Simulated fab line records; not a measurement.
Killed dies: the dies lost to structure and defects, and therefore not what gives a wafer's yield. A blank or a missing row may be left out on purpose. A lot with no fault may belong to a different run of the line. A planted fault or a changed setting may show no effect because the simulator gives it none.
8D (eight disciplines) problem report, filled in by code + flow sky130 + the parts of the form that need people (team, actions taken, sign-off) are left out

1. THE ISSUE
Mean GATE_OXIDE_OXIDATION_00_THK at SKY_GATE_OXIDE_THK_MEAS_02: 9.40 nm over 9 wafers in 3 lots; fault-free wafers: 10.30 nm, standard deviation 0.17. That puts it -5.3 standard deviations away from the usual mean.
The first sign was on wafer L477.1 at day 18 06:31, on film metro-02. The record has a number at this step for 36 wafers belonging to 12 lots. Rule for "out", or "out of limits": more than 4 standard deviations from the usual mean. The other wafers with a number count as sound.

2. WHAT IT IS AND WHAT IT IS NOT
| question                    | is                                          | is not                                                              |
|-----------------------------|---------------------------------------------|---------------------------------------------------------------------|
| which readings at this step | GATE_OXIDE_OXIDATION_00_THK                 | -                                                                   |
| which lots                  | L477, L478, L479                            | L463, L464, L465, L468, L469, L470, L471, L472, L484                |
| which wafers of those lots  | all that have a number                      | -                                                                   |
| read on which gauges        | film metro-01, film metro-02, film metro-04 | -                                                                   |
| when                        | from day 18 06:31                           | up to then (24 sound wafers); but 3 sound wafers of L484 came after |

3. SUSPECTS, AND WHAT RULES EACH OUT
Counting: a tool at any process step up to the reading remains a suspect when it ran all the lots that are out and ran no sound lot after the first of those.
- the gauge at SKY_GATE_OXIDE_THK_MEAS_02 has been ruled out. Those wafers that are out were read across 3 gauges (film metro-01, film metro-02, film metro-04).
- furnace-02 at SKY_GATE_OXIDE_OXIDATION_01 (stabilise 600 s, purge 300 s, target thk 10.268 nm): kept. It ran every lot that is out, first L477 (day 18 05:06), and no sound lot after that; its last sound lot up to then is L472 (day 16 07:59). Its own spike tc centre C, spike tc lower C, spike tc upper C, tube center temp C, tube_center_temp_C_max readings are out on those wafers.
After counting, what remains is furnace-02 at SKY_GATE_OXIDE_OXIDATION_01.

4. THE CAUSE (what the simulator had put in)
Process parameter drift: furnace-02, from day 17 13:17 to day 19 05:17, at SKY_GATE_OXIDE_OXIDATION_01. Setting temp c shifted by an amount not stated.
Counting left only this tool.

5. THE CHAIN OF EFFECTS, in route order
One row per reading whose mean, taken over the struck wafers that have a number, lies over 3 standard deviations from the usual. Only readings for which the record gives a usual standard deviation are gone through. hours: the time from each lot's start at the first step in this table that gives one to its start at this step, as a median over the lots. sigmas: the change in usual standard deviations.
| hours | step                        | reading                     | usual    | on struck wafers | change | sigmas |
|-------|-----------------------------|-----------------------------|----------|------------------|--------|--------|
| 0     | SKY_GATE_OXIDE_OXIDATION_01 | spike tc centre C           | 900.2 C  | 891.9            | -8.3   | -8.4   |
| 0     | SKY_GATE_OXIDE_OXIDATION_01 | spike tc lower C            | 900.7 C  | 892.9            | -7.8   | -7.1   |
| 0     | SKY_GATE_OXIDE_OXIDATION_01 | spike tc top C              | 909.0 C  | 898.0            | -11.0  | -4.4   |
| 0     | SKY_GATE_OXIDE_OXIDATION_01 | spike tc upper C            | 898.8 C  | 889.9            | -8.9   | -8.1   |
| 0     | SKY_GATE_OXIDE_OXIDATION_01 | tube center temp C          | 900.01 C | 892.22           | -7.79  | -99    |
| 0     | SKY_GATE_OXIDE_OXIDATION_01 | tube_center_temp_C_max      | 902.3    | 894.5            | -7.8   | -21    |
| 1     | SKY_GATE_OXIDE_THK_MEAS_02  | GATE_OXIDE_OXIDATION_00_THK | 10.30 nm | 9.40             | -0.90  | -5.3   |
Process steps it contains:
- SKY_GATE_OXIDE_OXIDATION_01: stabilise 600 s, purge 300 s, target thk 10.268 nm.
At these later measuring or inspecting steps, every struck wafer for which the step has a row has a number for every such reading, and none has moved that far: SKY_VIA1_BOW_MEAS_03.

6. HOW IT WOULD HAVE BEEN CAUGHT EARLIER
In this record the first reading out of limits at a measuring or inspecting step was taken at day 18 06:31, 17 hours after the fault began at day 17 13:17.
The tool's own readings at SKY_GATE_OXIDE_OXIDATION_01 were out on every struck wafer that the step has a row for (spike tc centre C, spike tc lower C, spike tc upper C, tube center temp C, tube_center_temp_C_max): an alarm limit on them would have fired on the first of those.
L478, L479, from the lots that are out (3), started SKY_GATE_OXIDE_OXIDATION_01 on furnace-02 later than day 18 06:31. A hold on the tool at that time would have spared those 2.
